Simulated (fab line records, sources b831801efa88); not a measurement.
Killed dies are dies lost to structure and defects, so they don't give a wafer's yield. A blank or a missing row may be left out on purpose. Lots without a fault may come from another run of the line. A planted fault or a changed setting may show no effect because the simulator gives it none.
A struck lot beside a sound one | flow sky130 | 14 steps out of a route of 708
Sound: wafers L185.1, L185.4, L185.6. Struck: wafers L187.2, L187.5, L187.6. The cause comes at the end.
At each step with rows: each side's tool, then ch and its chambers, then its first start. Under that, the readings that differ: sound wafers | struck wafers | difference of the means | sigmas: that difference in standard deviations of wafers without a fault.
alike: readings whose means differ by less than 2 such deviations, and words and numbers that are the same on both sides. not compared: withheld readings, readings that some wafer has no value for, bounds like >300 that may hide the same value, and numbers for which the record gives no deviation and whose values overlap.
The two part at a step that has a row with sigmas, a row that says differs or no value, or rows on one side only. Numbers that don't overlap but have no deviation are shown without sigmas and don't part them. A reading that every wafer of one side lacks parts them only if that side has two wafers or more.

first, 5 steps without rows for these wafers: SKY_POLY_GATE_COAT_08 (resist thk 450 nm); SKY_POLY_GATE_SOFTBAKE_09 (time 90 s); SKY_POLY_GATE_EXPOSE_10 (exposes mask P1M, target cd 150 nm); SKY_POLY_GATE_PEB_11; SKY_POLY_GATE_DEVELOP_12 (develop time 60 s).
SKY_POLY_GATE_CD_MEAS_13: target cd 150 nm.
  sound on cd_sem-02, day 18 14:30; struck on cd_sem-01, day 20 08:07
  alike: cd_nm
SKY_POLY_GATE_OVL_MEAS_14:
  sound on overlay-02, day 18 14:37; struck on overlay-02, day 20 08:14
  reading            | sound  | struck      | difference | sigmas
  POLY_GATE_OVL (nm) | -5 0 2 | -23 -13 -21 | -18        | -3
SKY_POLY_GATE_ETCH_15: etches BARC in N2/H2, stops on SiO2, time 118.5 s, target depth 110 nm.
  sound on rie_diel-04 ch 1,2,3, day 18 14:40; struck on rie_diel-04 ch 0,1,3, day 20 08:16
  alike: bias_w, chamber_pressure_mTorr, drypump_motor_current_A, h2_flow_sccm, oes_product_au, throttle_valve_pct
  not compared: rf_hours_counter_h
SKY_POLY_GATE_ETCH_16: etches Si3N4 in CH3F/O2, stops on poly-Si, time 144.9 s, target depth 75 nm.
  sound on rie_diel-04 ch 1,2,3, day 18 14:44; struck on rie_diel-04 ch 0,1,3, day 20 08:20
  reading               | sound             | struck            | difference | sigmas
  oes_product_au (a.u.) | 0.649 0.646 0.640 | 0.653 0.661 0.651 | +0.010     | +2
  alike: bias_w, chamber_pressure_mTorr, drypump_motor_current_A, throttle_valve_pct
  not compared: rf_hours_counter_h
SKY_POLY_GATE_ETCH_17: etches poly-Si in HBr/Cl2, stops on SiO2, target depth 180 nm, time 70.5 s.
  sound on rie_si-01 ch 0,1, day 18 14:50; struck on rie_si-01 ch 0,2,3, day 20 08:26
  alike: bias_w, chamber_pressure_mTorr, drypump_motor_current_A, oes_product_au, throttle_valve_pct
  not compared: rf_hours_counter_h
SKY_POLY_GATE_STRIP_18: strips in O2/N2.
  sound on plasma_asher-04 ch 0,1, day 18 14:54; struck on plasma_asher-02 ch 0,1, day 20 08:30
  alike: chamber_pressure_mTorr, drypump_motor_current_A, oes_product_au, strip_time_to_endpoint_s
  not compared: rf_hours_counter_h
then, 1 step without rows for these wafers: SKY_POLY_GATE_CLEAN_19 (cleans in SC1/SC2, time 150 s).
SKY_POLY_GATE_OXIDATION_20: stabilise 600 s, purge 300 s, target thk 4 nm.
  sound on furnace-01 ch 0, day 18 15:10; struck on furnace-01, day 20 08:39
  no value came back on the struck wafers for ox_temp_c (C), ox_temp_c_max, zone_power_centre_pct (%); on the sound wafers ox_temp_c (C) reads 850.4 850.5 850.1
SKY_POLY_GATE_CD_MEAS_22:
  sound on cd_sem-02, day 18 16:28; struck on cd_sem-01, day 20 09:59
  alike: cd_nm

WHERE THEY PART
First at SKY_POLY_GATE_OVL_MEAS_14; last, within this record, at SKY_POLY_GATE_OXIDATION_20. Later steps at which nothing parts them and some readings are alike: SKY_POLY_GATE_CD_MEAS_22.

WHY: what the simulator had put in
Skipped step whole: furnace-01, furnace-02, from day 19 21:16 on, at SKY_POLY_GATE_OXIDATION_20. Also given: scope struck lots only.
